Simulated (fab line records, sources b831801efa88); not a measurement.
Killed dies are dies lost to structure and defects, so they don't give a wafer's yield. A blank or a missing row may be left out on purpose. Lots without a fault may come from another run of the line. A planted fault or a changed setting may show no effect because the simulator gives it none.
One fault seen from 2 desks | flow sky130 | each desk has only its own numbers; what lay behind them comes last

THE TOOL OWNER'S DESK: wet_bench-02
The tool's own readings at SKY_CONTACT_STRIP_20 (strips in post etch residue remover, time 1200 s): means of the sampled wafers that have a number, for each lot that ran on this tool. A lot is out of limits, marked OUT, if its mean lies more than 4 standard deviations from the usual mean; the brackets give that distance.
Columns: A = bath_guard_temp_C at SKY_CONTACT_STRIP_20, usual 72.5 C; B = temp_c at SKY_CONTACT_STRIP_20, usual 72.54 C
lot  | first seen here | A               | B
L142 | day 31 17:38    | 73.6            | 72.63
L149 | day 34 05:23    | 72.4            | 72.57
L150 | day 34 06:32    | 72.4            | 72.35
L155 | day 35 18:46    | 72.4            | 72.58
L156 | day 36 02:56    | 68.8 (-8.3) OUT | 69.10 (-29) OUT
L158 | day 37 19:17    | 68.8 (-8.2) OUT | 68.75 (-32) OUT
This desk's finding: out of limits on L156, L158; first on L156, day 36 02:56 (bath_guard_temp_C at SKY_CONTACT_STRIP_20). In limits: L142, L149, L150, L155.

THE METROLOGY DESK
What the gauges read, lot by lot, whatever tool the lot ran on: means of the sampled wafers that have a number. A lot is out of limits, marked OUT, if its mean lies more than 4 standard deviations from the usual mean; the brackets give that distance.
Columns: A = LI_CONTACT_W_THK at SKY_LI_CONTACT_THK_MEAS_23, usual 404 nm; B = CONTACT_W_RS at SKY_CONTACT_RS_MEAS_25, usual 0.337 ohm/sq
lot  | first seen here | A   | B
L141 | day 29 01:21    | 396 | 0.343
L142 | day 29 08:35    | 398 | 0.331
L144 | day 30 04:38    | 404 | 0.334
L147 | day 31 17:43    | 407 | 0.337
L148 | day 31 19:18    | 412 | 0.330
L149 | day 31 23:13    | 411 | 0.338
L150 | day 31 23:34    | 403 | 0.331
L155 | day 33 12:34    | 408 | 0.338
L156 | day 33 20:30    | 394 | 0.332
L158 | day 35 12:40    | 400 | 0.343
L160 | day 35 13:38    | 417 | 0.329
L161 | day 35 15:28    | 410 | 0.344
L163 | day 36 01:49    | 403 | 0.337
L164 | day 36 09:49    | 410 | 0.348
This desk's finding: nothing out of limits on any of the 14 lots.

PUT TOGETHER
The tool owner's desk could have raised an alarm at day 36 02:56, on L156, L158.
The metrology desk saw nothing out of limits.
The metrology desk has L156, L158 on record, within its limits.
Of the lots named, all ran SKY_CONTACT_STRIP_20 on wet_bench-02.

WHAT THE SIMULATOR HAD PUT IN
Process parameter drift: wet_bench-02, from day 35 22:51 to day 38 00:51, at SKY_CONTACT_STRIP_20. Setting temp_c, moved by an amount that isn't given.
Lots struck among those shown: L156, L158.
Hours from the fault's start to each desk's first reading out of limits: the tool owner's desk, 4.
